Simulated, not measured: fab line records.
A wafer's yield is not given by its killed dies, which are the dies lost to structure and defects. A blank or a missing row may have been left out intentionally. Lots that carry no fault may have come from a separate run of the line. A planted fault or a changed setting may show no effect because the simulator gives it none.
Which tool was responsible?    flow gf180mcu    Sampling: 13 lots, 39 wafers, 5 of 602 route steps

== WHAT THE GAUGES SHOWED, per wafer ==
GF_MIM_THK_MEAS_11: measures by xrf.
lot   measured      on             MIM_ALCU_THK (nm)
L662  day 24 14:08  film metro-02  196.9 192.9 198.1
L663  day 24 22:56  film metro-03  199.2 197.7 193.9
L664  day 25 02:43  film metro-04  194.2 196.7 192.7
L665  day 25 17:20  film metro-02  197.0 195.2 196.3
L666  day 26 00:01  film metro-02  196.1 192.9 197.3
L671  day 27 08:25  film metro-04  197.0 194.4 195.2
L678  day 29 14:57  film metro-03  199.2 193.9 196.9
L679  day 29 19:26  film metro-02  196.0 193.9 194.9
L681  day 30 08:31  film metro-03  195.1 196.6 195.6
L682  day 30 16:05  film metro-02  194.2 194.5 194.3
L683  day 31 03:44  film metro-03  197.0 192.1 195.5
L684  day 31 04:57  film metro-02  193.8 193.3 194.0
L685  day 31 10:14  film metro-02  194.5 192.3 187.7

GF_V5_THK_MEAS_01.
lot   measured      on             V5_CVD_00_THK (nm)
L662  day 26 09:16  film metro-04  297 302 298
L663  day 26 17:58  film metro-01  296 301 299
L664  day 26 20:32  film metro-04  290 292 296
L665  day 27 12:16  film metro-04  585 598 605
L666  day 27 18:08  film metro-04  611 612 596
L671  day 28 22:48  film metro-04  603 583 602
L678  day 31 04:37  film metro-03  296 300 296
L679  day 31 08:53  film metro-03  289 301 295
L681  day 31 20:50  film metro-04  298 305 298
L682  day 32 03:58  film metro-01  298 296 301
L683  day 32 15:05  film metro-03  296 295 297
L684  day 32 16:04  film metro-04  301 297 301
L685  day 32 19:56  film metro-03  302 303 298

GF_V5_CD_MEAS_14: the cd target is 260 nm.
lot   measured      on         cd nm (nm)
L662  day 27 05:37  cd sem-01  260.7 259.6 259.4
L663  day 27 14:59  cd sem-01  260.2 260.5 261.7
L664  day 27 17:34  cd sem-01  261.3 259.7 259.9
L665  day 28 08:46  cd sem-01  260.0 260.9 259.3
L666  day 28 13:13  cd sem-01  261.4 261.8 260.9
L671  day 29 18:19  cd sem-02  262.0 260.9 260.6
L678  day 31 22:20  cd sem-01  261.0 261.8 261.2
L679  day 32 02:02  cd sem-02  259.9 261.1 260.4
L681  day 32 14:52  cd sem-01  260.4 260.4 259.8
L682  day 32 21:05  cd sem-02  260.4 261.6 260.7
L683  day 33 07:17  cd sem-02  260.6 260.4 261.2
L684  day 33 08:14  cd sem-01  259.3 259.3 260.5
L685  day 33 12:20  cd sem-01  260.6 260.9 261.4

== WHAT TOOL EACH LOT RAN ON (gives the tool, then ch and the chambers of the sampled wafers, and finally the start) ==
lot   GF_M5_STRIP_11                        GF_V5_CVD_00
L662  plasma asher-02 ch 0,1, day 26 08:39  hdpcvd-02 ch 0,1,2, day 26 09:14
L663  plasma asher-01 ch 0,1, day 26 17:23  hdpcvd-02 ch 0,1,2, day 26 17:55
L664  plasma asher-01 ch 0,1, day 26 19:56  hdpcvd-01 ch 0,2, day 26 20:28
L665  plasma asher-03 ch 0,1, day 27 11:21  hdpcvd-01 ch 0,2, day 27 11:53
L666  plasma asher-02 ch 0,1, day 27 17:16  hdpcvd-01 ch 0,1, day 27 17:49
L671  plasma asher-02 ch 0,1, day 28 22:00  hdpcvd-01 ch 1,2, day 28 22:32
L678  plasma asher-02 ch 1, day 31 04:00    hdpcvd-01 ch 0,2, day 31 04:34
L679  plasma asher-02 ch 0,1, day 31 08:12  hdpcvd-01 ch 0,1,2, day 31 08:51
L681  plasma asher-03 ch 0,1, day 31 20:15  hdpcvd-02 ch 0,2, day 31 20:47
L682  plasma asher-01 ch 0,1, day 32 03:21  hdpcvd-02 ch 1,2, day 32 03:55
L683  plasma asher-03 ch 0,1, day 32 14:30  hdpcvd-02 ch 1,2, day 32 15:02
L684  plasma asher-03 ch 0,1, day 32 15:27  hdpcvd-02 ch 0,1,2, day 32 16:01
L685  plasma asher-02 ch 0,1, day 32 19:21  hdpcvd-01 ch 0,1,2, day 32 19:53
- GF_M5_STRIP_11: strips in O2/N2.
- GF_V5_CVD_00: deposits SiO2, target thk 300 nm, time 50 s.

== AS READ BY THE TOOLS THEMSELVES (means over the sampled wafers that have a number; for cases with no such wafer, the mark the record gives instead) ==
GF_M5_STRIP_11.
lot   tool             chamber pressure mTorr (mTorr)  drypump motor current A (A)  heater power w (W)  oes product au (a.u.)  strip time to endpoint s (s)
L662  plasma asher-02  1499.1                          5.6                          321                 0.524                  7.04
L663  plasma asher-01  1501.1                          5.5                          323                 0.525                  7.11
L664  plasma asher-01  1500.0                          5.5                          326                 0.525                  7.01
L665  plasma asher-03  1500.2                          5.7                          303                 0.520                  6.98
L666  plasma asher-02  1499.6                          5.2                          322                 0.520                  6.97
L671  plasma asher-02  1499.5                          5.2                          320                 0.521                  7.01
L678  plasma asher-02  1500.9                          4.8                          321                 0.523                  7.03
L679  plasma asher-02  1500.1                          5.2                          322                 0.520                  6.92
L681  plasma asher-03  1499.6                          5.6                          296                 0.520                  7.08
L682  plasma asher-01  1498.7                          5.5                          326                 0.523                  7.10
L683  plasma asher-03  1499.8                          5.7                          302                 0.523                  7.00
L684  plasma asher-03  1501.2                          5.6                          293                 0.522                  7.04
L685  plasma asher-02  1500.4                          5.2                          322                 0.521                  7.02

== THE ANSWER, worked out from the rows above alone ==
Rule: what is usual is taken from the lots themselves. The widest of any qualifying gaps counts: lots, ordered by their means at a reading, are off when they make up no more than a third of the lots, leave a main group of 4 or more, and stand apart from it by 3 or more times the standard deviation of that group's means. If all means in a main group match to the digits the tables above print for the reading, that group is not used. Also off: a lot with no number at a reading for which 4 or more lots have one. Where the step has rows for the other lots, those lots are counted as sound. After the gauges, taken in route order, come the tools' own readings; for these a lot's mean is taken, as printed above. At the first step where some lot is off, the reading lying furthest off is the one used; lots without a number count as furthest.
Off: L665, L666, L671, seen at GF_V5_THK_MEAS_01 (V5_CVD_00_THK). The main group has a mean of 298 nm with a standard deviation of 2.5.
If a tool, at a process step before that reading, ran all the lots that are off and no sound lot after the first of them, it fits. Gauges at GF_V5_THK_MEAS_01: tried the same way as those tools. None of those tried fits.

== WHAT THE SIMULATOR HAD INSERTED ==
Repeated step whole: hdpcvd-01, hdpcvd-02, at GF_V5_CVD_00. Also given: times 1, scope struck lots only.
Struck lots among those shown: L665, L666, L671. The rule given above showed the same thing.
